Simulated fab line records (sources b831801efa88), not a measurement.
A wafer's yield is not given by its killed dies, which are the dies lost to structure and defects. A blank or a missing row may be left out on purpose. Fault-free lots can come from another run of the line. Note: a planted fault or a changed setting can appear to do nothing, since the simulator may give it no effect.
Matching of chambers	flow sky130	4 sister chambers for SKY_VIA2_CMP_24 on cmp-01
The step polishes, stops on SiO2, t overpolish 20 s, target thk 0 nm. 8 wafers are shown with their chamber, then 11 later ones without.

WAFERS, EACH WITH ITS CHAMBER
wafer	chamber	time to endpoint s (s)	overpolish run s (s)
L078.4	1	96	19.994
L080.3	1	101	19.990
L083.4	3	97	19.988
L083.5	2	100	19.994
L087.2	2	103	20.006
L087.4	0	106	20.002
L087.5	0	107	20.005
L089.2	3	103	19.993

WAFERS WITHOUT THEIR CHAMBER
wafer	time to endpoint s (s)	overpolish run s (s)
L089.3	104	19.999
L089.4	101	20.002
L093.2	107	19.987
L093.3	107	19.996
L093.5	105	19.996
L094.1	105	20.008
L094.2	104	19.993
L094.6	103	20.000
L096.3	106	20.003
L096.4	108	20.003
L096.5	109	20.000

THE CHAMBER EACH PASSED THROUGH
wafer	from the rows above	in truth
L089.3	can't be placed: 2 or 0 or 3 or 1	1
L089.4	can't be placed: 2 or 0 or 1 or 3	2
L093.2	can't be placed: 3 or 1 or 2 or 0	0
L093.3	can't be placed: 0 or 2 or 3 or 1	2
L093.5	can't be placed: 2 or 0 or 3 or 1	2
L094.1	can't be placed: 0 or 2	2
L094.2	can't be placed: 3 or 2 or 1 or 0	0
L094.6	can't be placed: 2 or 0 or 3 or 1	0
L096.3	can't be placed: 0 or 2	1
L096.4	can't be placed: 0 or 2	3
L096.5	can't be placed: 0 or 2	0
Placed correctly: 0 of 11. Not placeable from these rows: 11 (in 9, the candidates include the true chamber). Wrongly placed: 0.
How it was worked out, from the rows above alone: a wafer's distance from a chamber is the root of the sum, over the readings, of the square of ((its reading less the chamber's mean) divided by the reading's scatter). The wafer belongs to the nearest chamber; if the next one is less than 2 further off, it can't be placed. For every chamber, the mean is computed from those of its wafers that are shown. The scatter: take each reading less its chamber's mean, square it, sum over the shown wafers, divide by the number of wafers less the number of chambers, and take the root.
